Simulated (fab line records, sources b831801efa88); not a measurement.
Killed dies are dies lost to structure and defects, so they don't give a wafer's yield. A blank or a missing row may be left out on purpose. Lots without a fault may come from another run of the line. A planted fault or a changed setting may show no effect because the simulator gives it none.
fab line records | flow sky130
record lots=7 wafers=21 last_day=49
route steps=708 shown SONOS_ONO@182 GATE_OXIDE@187 PAD_OPEN@708
lots that met no fault: from a run of the same line without faults
start_h: hours from the record's first day to the start of the lot's first wafer shown | wait_h: hours since the lot's step before | " the same as in the row above | L1.1+2: a row that stands for several wafers | - no value, or no start given | * or withheld: withheld | < > ~ a bound
route shown NAME@n: a module of which the file shows steps, and the number in the route of the first | usual: mean/standard deviation of fault-free wafers | same: alike in all rows | chamber/n: place in a boat | sites: the reading at each site | _std_site: their standard deviation | _edge_site: outer sites' mean less inner sites' | radius_mm: how far each site lies from the wafer's centre | mask NAME#n: copy n | behind: the tool/chamber that last shaped the wafer | hold: why the lot was held/for how many hours/how that ended | device: the transistor (n, p or np) that didn't switch | end of line: the same wafers' tests at the end of the route | a step without rows: its recipe alone | killed: dies lost to structure and defects at the first sort, not the wafer's yield | map: a wafer's dies, x killed, . not, _ none there
set.NAME: the setting as run; set.NAME@STEP: as run at that earlier step | model.NAME: the simulator's own value behind a step, which no gauge read
lots at some steps of the route; a table a step, a row a wafer
services: from which hour (start_h, from the record's first day; less than 0 if before it) a tool's chamber was out of use, for how many hours, and why
## steps
# step SKY_SONOS_ONO_OVL_MEAS_14
# usual SONOS_ONO_OVL=-0.6/1.6
# columns lot.wafer tool chamber start_h wait_h SONOS_ONO_OVL[nm]
L306.1 overlay-02 - 299.27 0.1 -1.8
L306.5 " - " " -0.8
L306.6 " - " " 0.8
L308.1 overlay-01 - 309.37 0.1 -2.1
L308.4 " - " " -1.4
L308.5 " - " " -2.1
L312.1 overlay-02 - 346.18 0.1 -1.8
L312.4 " - " " -1.1
L312.5 " - " " -1.9
L313.1 overlay-02 - 353.23 0.1 2.3
L313.3 " - " " 1.6
L313.4 " - " " -1.0
L314.4 overlay-01 - 361.44 0.1 -0.6
L314.5 " - " " -0.5
L314.6 " - " " 1.3
L318.3 overlay-02 - 395.38 0.1 1.4
L318.4 " - " " 0.6
L318.5 " - " " 1.6
L320.2 overlay-02 - 415.60 0.1 0.7
L320.3 " - " " -1.4
L320.6 " - " " 3.4
# step SKY_SONOS_ONO_ETCH_15
# recipe target_depth_nm=19.52 chemistry=CHF3/O2 source_w=600 bias_w=200 pressure_mtorr=40 chf3_flow_sccm=50 O2_flow_sccm=5 time_s=7.8
# usual drypump_motor_current_A=5.8/0.41 oes_product_au=1.003/0.0092 throttle_valve_pct=8.825/0.0085
# columns lot.wafer tool chamber start_h wait_h drypump_motor_current_A oes_product_au rf_hours_counter_h throttle_valve_pct
L306.1 rie_diel-01 3 299.31 0.0 5.5 1.014 28 8.830
L306.5 " 3 " " 5.5 1.000 - 8.828
L306.6 " 0 " " 5.7 0.998 - 8.810
L308.1 rie_diel-01 2 309.41 0.0 6.3 0.996 87 8.827
L308.4 " 0 " " 5.7 1.005 73 8.833
L308.5 " 0 " " 5.7 1.011 - 8.833
L312.1 rie_diel-01 3 346.22 0.0 5.5 1.017 29 8.823
L312.4 " 2 " " 6.3 0.996 87 8.824
L312.5 " 2 " " 6.3 0.993 - 8.832
L313.1 rie_diel-04 1 353.27 0.0 6.2 0.998 92 8.829
L313.3 " 3 " " 5.9 0.995 35 8.834
L313.4 " 3 " " 5.9 0.995 - 8.822
L314.4 rie_diel-01 1 361.46 0.0 5.5 0.997 35 8.814
L314.5 " 1 " " 5.5 1.009 - 8.822
L314.6 " 2 " " 6.3 1.012 - 8.836
L318.3 rie_diel-02 1 395.41 0.0 5.6 1.000 1 8.827
L318.4 " 0 " " 5.1 1.023 41 8.840
L318.5 " 2 " " 5.1 1.014 - 8.822
L320.2 rie_diel-01 0 415.63 0.0 5.7 0.999 75 8.827
L320.3 " 3 " " 5.5 0.995 30 8.825
L320.6 " 2 " " 6.3 0.994 - 8.828
# step SKY_SONOS_ONO_WET_ETCH_16
# recipe chemistry=dHF target_depth_nm=14 dry=n2_spin target=SiO2 dilution=100:1 temp_c=25 time_s=280
# step SKY_SONOS_ONO_STRIP_17
# recipe chemistry=O2/N2 power_w=1400 pressure_mtorr=1500 platen_temp_c=withheld o2_flow_sccm=3000 n2_flow_sccm=300 overash_fraction=0.5
# usual drypump_motor_current_A=5.6/0.45 oes_product_au=0.710/0.0039 strip_time_to_endpoint_s=14.03/0.04
# columns lot.wafer tool chamber start_h wait_h drypump_motor_current_A oes_product_au rf_hours_counter_h strip_time_to_endpoint_s
L306.1 plasma_asher-03 0 299.41 0.0 5.6 0.711 48 14.01
L306.5 " 0 " " 5.6 0.709 - 14.04
L306.6 " 1 " " 5.9 0.703 - 14.05
L308.1 plasma_asher-03 0 309.51 0.0 5.6 0.716 49 14.01
L308.4 " 0 " " 5.6 0.713 - 14.01
L308.5 " 1 " " 5.9 0.708 - 14.04
L312.1 plasma_asher-02 0 346.33 0.0 5.9 0.710 66 13.91
L312.4 " 1 " " 4.9 0.710 - 14.02
L312.5 " 0 " " 5.9 0.718 - 13.96
L313.1 plasma_asher-01 1 353.38 0.0 5.4 0.707 24 14.02
L313.3 " 0 " " 6.3 0.710 - 14.05
L313.4 " 1 " " 5.4 0.704 - 14.06
L314.4 plasma_asher-02 1 361.60 0.0 4.9 0.717 - 14.09
L314.5 " 1 " " 4.9 0.711 - 14.07
L314.6 " 0 " " 5.8 0.704 - 14.07
L318.3 plasma_asher-02 1 395.55 0.0 4.9 0.703 - 14.00
L318.4 " 0 " " 5.8 0.706 - 14.01
L318.5 " 1 " " 4.9 0.705 - 14.02
L320.2 plasma_asher-02 0 415.74 0.0 5.9 0.709 74 14.04
L320.3 " 0 " " 5.9 0.709 - 14.03
L320.6 " 1 " " 4.9 0.716 - 14.03
# step SKY_SONOS_ONO_WET_ETCH_18
# recipe chemistry=H3PO4 target_depth_nm=15 target=Si3N4 temp_c=160 time_s=172
# step SKY_GATE_OXIDE_CLEAN_00
# recipe chemistry=SC1/SC2 mix=1:4:20 temp_c=70 time_s=150 dry=n2_spin
# step SKY_GATE_OXIDE_OXIDATION_01
# recipe temp_c=900 ambient=O2 stabilise_s=600 purge_s=300 target_thk_a=102.68 ox_time_s=1473
# step SKY_GATE_OXIDE_THK_MEAS_02
# recipe reads=SiO2_of_GATE_OXIDE_OXIDATION_01
# usual GATE_OXIDE_OXIDATION_00_THK=10.39/0.24
# columns lot.wafer tool chamber start_h wait_h GATE_OXIDE_OXIDATION_00_THK[nm]
L306.1 film_metro-01 - 301.92 0.0 10.33
L306.5 " - " " 10.38
L306.6 " - " " 10.50
L308.1 film_metro-01 - 311.62 0.0 10.61
L308.4 " - " " 10.66
L308.5 " - " " 10.61
L312.1 film_metro-04 - 349.03 0.0 10.56
L312.4 " - " " 10.57
L312.5 " - " " 10.56
L313.1 film_metro-04 - 356.68 0.0 10.63
L313.3 " - " " 10.57
L313.4 " - " " 10.74
L314.4 film_metro-01 - 363.21 0.0 10.53
L314.5 " - " " 10.80
L314.6 " - " " 10.56
L318.3 film_metro-01 - 397.48 0.0 10.84
L318.4 " - " " 10.78
L318.5 " - " " 10.95
L320.2 film_metro-01 - 418.59 0.0 10.34
L320.3 " - " " 10.46
L320.6 " - " " 10.28
# step SKY_GATE_OXIDE_DEHYDRATE_03
# recipe temp_c=200 time_s=60
# step SKY_GATE_OXIDE_HMDS_04
# recipe prime_time_s=60 prime_temp_c=120
# step SKY_GATE_OXIDE_COAT_05
# recipe resist=NOVOLAK spin_rpm=3000 resist_thk_nm=1140
# step SKY_GATE_OXIDE_SOFTBAKE_06
# recipe temp_c=90 time_s=60 resist=NOVOLAK
# step SKY_GATE_OXIDE_EXPOSE_07
# recipe mask_id=LVOM na=0.6 source_shape=conventional sigma_outer=0.6 polarization=unpolarized target_cd_nm=600 dose_mj=170
# usual stage_vel_mm_s=499.95/0.25
# columns lot.wafer tool chamber start_h wait_h mask stage_vel_mm_s model.GATE_OXIDE.overlay_x_nm
L306.1 iline_stepper-02 0 314.94 - LVOM#0 499.91 0.8264
L306.5 " 0 " " LVOM#0 500.07 0.8264
L306.6 " 0 " " LVOM#0 500.06 0.8264
L308.1 iline_stepper-01 0 324.92 - LVOM#0 500.15 1.294
L308.4 " 0 " " LVOM#0 499.73 1.294
L308.5 " 0 " " LVOM#0 499.67 1.294
L312.1 iline_stepper-02 0 362.61 - LVOM#0 500.11 -185.4
L312.4 " 0 " " LVOM#0 499.83 -185.4
L312.5 " 0 " " LVOM#0 499.94 -185.4
L313.1 iline_stepper-02 0 370.91 - LVOM#0 499.69 -184
L313.3 " 0 " " LVOM#0 500.02 -184
L313.4 " 0 " " LVOM#0 500.18 -184
L314.4 iline_stepper-01 0 377.50 - LVOM#0 499.92 1.314
L314.5 " 0 " " LVOM#0 500.43 1.314
L314.6 " 0 " " LVOM#0 500.41 1.314
L318.3 iline_stepper-02 0 412.08 - LVOM#0 500.07 -184.2
L318.4 " 0 " " LVOM#0 500.36 -184.2
L318.5 " 0 " " LVOM#0 500.13 -184.2
L320.2 iline_stepper-01 0 434.08 - LVOM#0 499.91 -0.02122
L320.3 " 0 " " LVOM#0 499.65 -0.02122
L320.6 " 0 " " LVOM#0 499.83 -0.02122
# step SKY_GATE_OXIDE_PEB_08
# recipe temp_c=withheld time_s=* resist=NOVOLAK
# step SKY_GATE_OXIDE_DEVELOP_09
# recipe resist=NOVOLAK developer=TMAH develop_time_s=60 dev_temp_c=23
# step SKY_GATE_OXIDE_OVL_MEAS_10
# usual GATE_OXIDE_OVL=-1.0/1.3
# columns lot.wafer tool chamber start_h wait_h GATE_OXIDE_OVL[nm]
L306.1 overlay-02 - 328.21 0.1 -2.5
L306.5 " - " " -0.8
L306.6 " - " " -0.3
L308.1 overlay-01 - 338.86 0.1 -0.7
L308.4 " - " " -0.7
L308.5 " - " " -1.4
L312.1 overlay-02 - 376.42 0.1 -184.5
L312.4 " - " " -185.2
L312.5 " - " " -183.6
L313.1 overlay-02 - 385.26 0.1 -184.1
L313.3 " - " " -184.9
L313.4 " - " " -183.5
L314.4 overlay-01 - 391.98 0.1 0.6
L314.5 " - " " 0.9
L314.6 " - " " -0.6
L318.3 overlay-02 - 427.47 0.1 -184.1
L318.4 " - " " -185.1
L318.5 " - " " -184.3
L320.2 overlay-02 - 449.17 0.1 0.3
L320.3 " - " " -1.8
L320.6 " - " " 0.1
# step SKY_GATE_OXIDE_IMPLANT_11
# recipe species=B energy_kev=10 dose_cm2=2.6e+12 tilt_deg=withheld
# step SKY_PAD_OPEN_PROBE_99
# usual killed_at_M0_to_M3=43/5.9 killed_at_M4_up=2.9/1.5 killed_at_contacts=24/5 killed_at_front_end=15/4.8 killed_at_other=0.2/0.5 killed_dies=86/9.3 killed_on_rim=17/4.1 killed_open=47/7.1 killed_short=38/6.3
# same gross_dies=492 killed_at_back_side=0
# columns lot.wafer tool chamber start_h wait_h killed_at_M0_to_M3 killed_at_M4_up killed_at_contacts killed_at_front_end killed_at_other killed_dies killed_on_rim killed_open killed_short
L306.1 prober-01 - 1098.03 0.1 35 3 24 21 0 83 19 48 35
L306.5 prober-01 - 1098.23 0.2 47 3 30 17 0 97 21 48 49
L306.6 prober-01 - 1098.28 0.2 51 2 27 19 1 100 24 50 50
L308.1 prober-01 - 1101.74 0.1 50 1 29 18 0 98 21 60 38
L308.4 prober-01 - 1101.89 0.2 41 2 23 7 0 73 15 45 28
L308.5 prober-01 - 1101.94 0.2 40 1 19 11 1 72 16 45 27
L312.1 prober-01 - 1132.12 0.1 44 3 19 426 0 492 96 47 39
L312.4 prober-01 - 1132.27 0.2 45 3 14 430 0 492 96 41 39
L312.5 prober-01 - 1132.32 0.2 41 2 24 425 0 492 96 38 49
L313.1 prober-02 - 1136.48 0.1 31 4 27 429 0 491 96 52 31
L313.3 prober-02 - 1136.58 0.2 47 3 28 413 0 491 95 46 43
L313.4 prober-02 - 1136.63 0.2 36 1 22 432 1 492 96 42 36
L314.4 prober-01 - 1141.79 0.2 46 4 24 13 1 88 13 50 38
L314.5 prober-01 - 1141.84 0.2 39 3 28 14 0 84 16 44 40
L314.6 prober-01 - 1141.89 0.2 40 0 21 25 0 86 25 50 36
L318.3 prober-01 - 1165.65 0.2 41 5 28 418 0 492 96 55 38
L318.4 prober-01 - 1165.70 0.2 41 3 27 421 0 492 96 39 48
L318.5 prober-01 - 1165.75 0.2 49 2 21 419 0 491 96 50 33
L320.2 prober-01 - 1176.99 0.1 39 7 21 9 0 76 15 54 22
L320.3 prober-01 - 1177.04 0.2 48 3 28 14 0 93 18 58 35
L320.6 prober-01 - 1177.19 0.2 44 4 18 16 0 82 13 47 35
# killed by level:class
L306.1 VIA1:geometric_particle:open=9 FIELD_ISO:geometric_particle:open=8 LI_CONTACT:geometric_particle:open=8 CONTACT:geometric_particle:open=6 FIELD_ISO:geometric_particle:short=5 VIA3:geometric_particle:open=5 VIA3:geometric_particle:short=4 CONTACT:geometric_particle:short=4
L306.5 VIA1:geometric_particle:open=10 FIELD_ISO:geometric_particle:short=7 CONTACT:geometric_particle:open=7 LI_CONTACT:geometric_particle:open=7 CONTACT:geometric_particle:short=6 METAL2:geometric_particle:short=6 VIA3:geometric_particle:open=6 LOCAL_INTERCONNECT:geometric_particle:short=5
L306.6 LI_CONTACT:geometric_particle:open=11 METAL2:geometric_particle:short=11 VIA2:geometric_particle:open=9 VIA3:geometric_particle:open=9 CONTACT:geometric_particle:open=8 METAL3:geometric_particle:short=6 CONTACT:geometric_particle:short=5 FIELD_ISO:geometric_particle:open=4
L308.1 VIA1:geometric_particle:open=16 LI_CONTACT:geometric_particle:open=10 CONTACT:geometric_particle:short=8 POLY_GATE:geometric_particle:short=7 VIA3:geometric_particle:open=7 VIA1:geometric_particle:short=7 CONTACT:geometric_particle:open=7 VIA2:geometric_particle:open=6
L308.4 VIA1:geometric_particle:open=13 CONTACT:geometric_particle:open=9 METAL1:geometric_particle:short=6 LI_CONTACT:geometric_particle:open=5 CONTACT:geometric_particle:short=5 VIA1:geometric_particle:short=4 METAL2:geometric_particle:short=3 METAL2:geometric_particle:open=3
L308.5 VIA1:geometric_particle:open=14 CONTACT:geometric_particle:open=12 METAL1:geometric_particle:short=8 POLY_GATE:geometric_particle:open=5 LI_CONTACT:geometric_particle:open=5 METAL2:geometric_particle:short=5 POLY_GATE:geometric_particle:short=3 VIA1:geometric_particle:short=3
L312.1 GATE_OXIDE:overlay=406 VIA1:geometric_particle:open=12 CONTACT:geometric_particle:open=7 VIA3:geometric_particle:open=7 FIELD_ISO:geometric_particle:short=6 VIA2:geometric_particle:open=6 CONTACT:geometric_particle:short=5 POLY_GATE:geometric_particle:open=4
L312.4 GATE_OXIDE:overlay=412 METAL2:geometric_particle:short=9 VIA1:geometric_particle:open=8 FIELD_ISO:geometric_particle:open=6 VIA1:geometric_particle:short=6 VIA2:geometric_particle:open=6 POLY_GATE:geometric_particle:short=5 LI_CONTACT:geometric_particle:open=5
L312.5 GATE_OXIDE:overlay=405 FIELD_ISO:geometric_particle:short=8 CONTACT:geometric_particle:open=8 LI_CONTACT:geometric_particle:open=7 METAL2:geometric_particle:short=6 METAL1:geometric_particle:short=5 VIA1:geometric_particle:short=5 VIA2:geometric_particle:short=5
L313.1 GATE_OXIDE:overlay=408 VIA1:geometric_particle:open=9 LI_CONTACT:geometric_particle:open=8 CONTACT:geometric_particle:open=7 CONTACT:geometric_particle:short=6 FIELD_ISO:geometric_particle:short=5 FIELD_ISO:geometric_particle:open=5 VIA2:geometric_particle:open=5
L313.3 GATE_OXIDE:overlay=402 CONTACT:geometric_particle:open=12 VIA1:geometric_particle:open=9 METAL1:geometric_particle:short=9 VIA3:geometric_particle:open=6 FIELD_ISO:geometric_particle:open=5 FIELD_ISO:geometric_particle:short=5 LOCAL_INTERCONNECT:geometric_particle:short=5
L313.4 GATE_OXIDE:overlay=414 LI_CONTACT:geometric_particle:open=7 VIA3:geometric_particle:open=7 CONTACT:geometric_particle:open=6 METAL1:geometric_particle:short=6 POLY_GATE:geometric_particle:short=5 LI_CONTACT:geometric_particle:short=5 VIA1:geometric_particle:open=5
L314.4 VIA2:geometric_particle:open=10 VIA1:geometric_particle:open=7 CONTACT:geometric_particle:short=6 LI_CONTACT:geometric_particle:open=6 CONTACT:geometric_particle:open=6 METAL1:geometric_particle:short=6 POLY_GATE:geometric_particle:open=5 VIA1:geometric_particle:short=5
L314.5 CONTACT:geometric_particle:open=10 LI_CONTACT:geometric_particle:short=7 VIA2:geometric_particle:open=7 VIA3:geometric_particle:open=7 LI_CONTACT:geometric_particle:open=6 METAL1:geometric_particle:short=6 POLY_GATE:geometric_particle:short=4 VIA1:geometric_particle:short=4
L314.6 CONTACT:geometric_particle:open=12 VIA2:geometric_particle:open=8 POLY_GATE:geometric_particle:short=7 METAL1:geometric_particle:short=6 VIA1:geometric_particle:open=6 VIA3:geometric_particle:open=6 FIELD_ISO:geometric_particle:short=5 LI_CONTACT:geometric_particle:open=5
L318.3 GATE_OXIDE:overlay=399 VIA1:geometric_particle:open=14 LI_CONTACT:geometric_particle:open=10 CONTACT:geometric_particle:open=9 METAL1:geometric_particle:short=6 FIELD_ISO:geometric_particle:short=5 VIA3:geometric_particle:open=5 FIELD_ISO:geometric_particle:open=4
L318.4 GATE_OXIDE:overlay=405 CONTACT:geometric_particle:open=9 FIELD_ISO:geometric_particle:short=8 LI_CONTACT:geometric_particle:open=7 VIA1:geometric_particle:open=6 VIA3:geometric_particle:open=6 CONTACT:geometric_particle:short=6 LOCAL_INTERCONNECT:geometric_particle:short=5
L318.5 GATE_OXIDE:overlay=408 VIA1:geometric_particle:open=17 LI_CONTACT:geometric_particle:open=8 VIA1:geometric_particle:short=8 CONTACT:geometric_particle:open=6 VIA3:geometric_particle:open=6 FIELD_ISO:geometric_particle:open=4 METAL2:geometric_particle:short=4
L320.2 VIA1:geometric_particle:open=12 VIA3:geometric_particle:open=9 CONTACT:geometric_particle:open=8 VIA2:geometric_particle:open=7 METAL4:geometric_particle:short=5 LI_CONTACT:geometric_particle:open=4 LOCAL_INTERCONNECT:geometric_particle:short=4 METAL1:geometric_particle:open=4
L320.3 VIA1:geometric_particle:open=12 CONTACT:geometric_particle:open=11 VIA2:geometric_particle:open=9 METAL1:geometric_particle:short=7 VIA3:geometric_particle:open=7 POLY_GATE:geometric_particle:open=6 METAL2:geometric_particle:short=5 LI_CONTACT:geometric_particle:open=5
L320.6 VIA1:geometric_particle:open=11 VIA3:geometric_particle:open=8 CONTACT:geometric_particle:open=6 FIELD_ISO:geometric_particle:short=5 LI_CONTACT:geometric_particle:open=5 METAL1:geometric_particle:short=5 METAL2:geometric_particle:short=5 FIELD_ISO:geometric_particle:open=4
# map L312.1 (x killed, . not)
__________xxxxxxxxxx_________
________xxxxxxxxxxxxxx_______
______xxxxxxxxxxxxxxxxxx_____
_____xxxxxxxxxxxxxxxxxxxx____
____xxxxxxxxxxxxxxxxxxxxxx___
___xxxxxxxxxxxxxxxxxxxxxxxx__
__xxxxxxxxxxxxxxxxxxxxxxxxxx_
_xxxxxxxxxxxxxxxxxxxxxxxxxxxx
_xxxxxxxxxxxxxxxxxxxxxxxxxxxx
_xxxxxxxxxxxxxxxxxxxxxxxxxxxx
_xxxxxxxxxxxxxxxxxxxxxxxxxxxx
_xxxxxxxxxxxxxxxxxxxxxxxxxxxx
_xxxxxxxxxxxxxxxxxxxxxxxxxxxx
_xxxxxxxxxxxxxxxxxxxxxxxxxxxx
_xxxxxxxxxxxxxxxxxxxxxxxxxxxx
__xxxxxxxxxxxxxxxxxxxxxxxxxx_
___xxxxxxxxxxxxxxxxxxxxxxxx__
____xxxxxxxxxxxxxxxxxxxxxx___
_____xxxxxxxxxxxxxxxxxxxx____
______xxxxxxxxxxxxxxxxxx_____
________xxxxxxxxxxxxxx_______
__________xxxxxxxxxx_________
# map L313.4 (x killed, . not)
__________xxxxxxxxxx_________
________xxxxxxxxxxxxxx_______
______xxxxxxxxxxxxxxxxxx_____
_____xxxxxxxxxxxxxxxxxxxx____
____xxxxxxxxxxxxxxxxxxxxxx___
___xxxxxxxxxxxxxxxxxxxxxxxx__
__xxxxxxxxxxxxxxxxxxxxxxxxxx_
_xxxxxxxxxxxxxxxxxxxxxxxxxxxx
_xxxxxxxxxxxxxxxxxxxxxxxxxxxx
_xxxxxxxxxxxxxxxxxxxxxxxxxxxx
_xxxxxxxxxxxxxxxxxxxxxxxxxxxx
_xxxxxxxxxxxxxxxxxxxxxxxxxxxx
_xxxxxxxxxxxxxxxxxxxxxxxxxxxx
_xxxxxxxxxxxxxxxxxxxxxxxxxxxx
_xxxxxxxxxxxxxxxxxxxxxxxxxxxx
__xxxxxxxxxxxxxxxxxxxxxxxxxx_
___xxxxxxxxxxxxxxxxxxxxxxxx__
____xxxxxxxxxxxxxxxxxxxxxx___
_____xxxxxxxxxxxxxxxxxxxx____
______xxxxxxxxxxxxxxxxxx_____
________xxxxxxxxxxxxxx_______
__________xxxxxxxxxx_________
## services
# columns tool chamber start_h hours kind
rie_diel-02 - 279.51 0.3 repair
rie_diel-01 1 283.49 16.3 repair
plasma_asher-03 - 286.62 5.5 repair
rie_diel-02 1 297.67 7.5 repair
rie_diel-02 0 304.98 6.8 repair
rie_diel-02 1 311.82 - clean
rie_diel-01 2 313.19 3.4 repair
rie_diel-01 2 320.82 3.3 repair
rie_diel-02 - 333.96 2.8 pm
rie_diel-04 - 334.11 1.2 repair
rie_diel-04 0 349.19 6.7 repair
plasma_asher-03 - 353.31 1.8 repair
plasma_asher-03 - 357.79 8.6 repair
iline_stepper-01 - 375.59 1.7 pm
plasma_asher-01 - 379.05 2.8 pm
rie_diel-01 - 410.68 0.2 repair
iline_stepper-02 - 415.69 2.1 pm
iline_stepper-02 - 417.77 - consumable_replace:lamp
rie_diel-04 1 420.02 2.8 repair
plasma_asher-02 - 421.25 9.0 pm
plasma_asher-02 0 421.25 9.0 vent_cycle
plasma_asher-02 1 421.25 9.0 vent_cycle
plasma_asher-02 0 430.25 - clean
plasma_asher-02 1 430.25 - clean
## key
first_sign step=SKY_GATE_OXIDE_OVL_MEAS_10 reading=GATE_OXIDE_OVL direction=down sigmas=99+ usual=-1.0 struck=-184.4
effect step=SKY_PAD_OPEN_PROBE_99 reading=killed_at_front_end direction=up sigmas=85 usual=15 struck=424
model_effect step=SKY_GATE_OXIDE_EXPOSE_07 value=GATE_OXIDE.overlay_x_nm without=-1.366 struck=-184.5
more_kills_born_at SKY_GATE_OXIDE_EXPOSE_07@iline_stepper-02=3659
met_at SKY_GATE_OXIDE_EXPOSE_07
struck_wafers L312.1,L312.4,L312.5,L313.1,L313.3,L313.4,L318.3,L318.4,L318.5
tester_left_out L312,L313,L318
onset_between 314.94 362.61
fault kind=scanner_matching_overlay tool=iline_stepper-02 chamber=- onset_h=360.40 steps=SKY_GATE_OXIDE_EXPOSE_07 offset=-183.17
# tester_left_out: of these lots the tester's yield and bins aren't shown, on N5 and GAA mostly nor the transistor test; their killed dies are dies lost to structure and defects alone, not to doping, threshold or leakage, so they don't give the yield
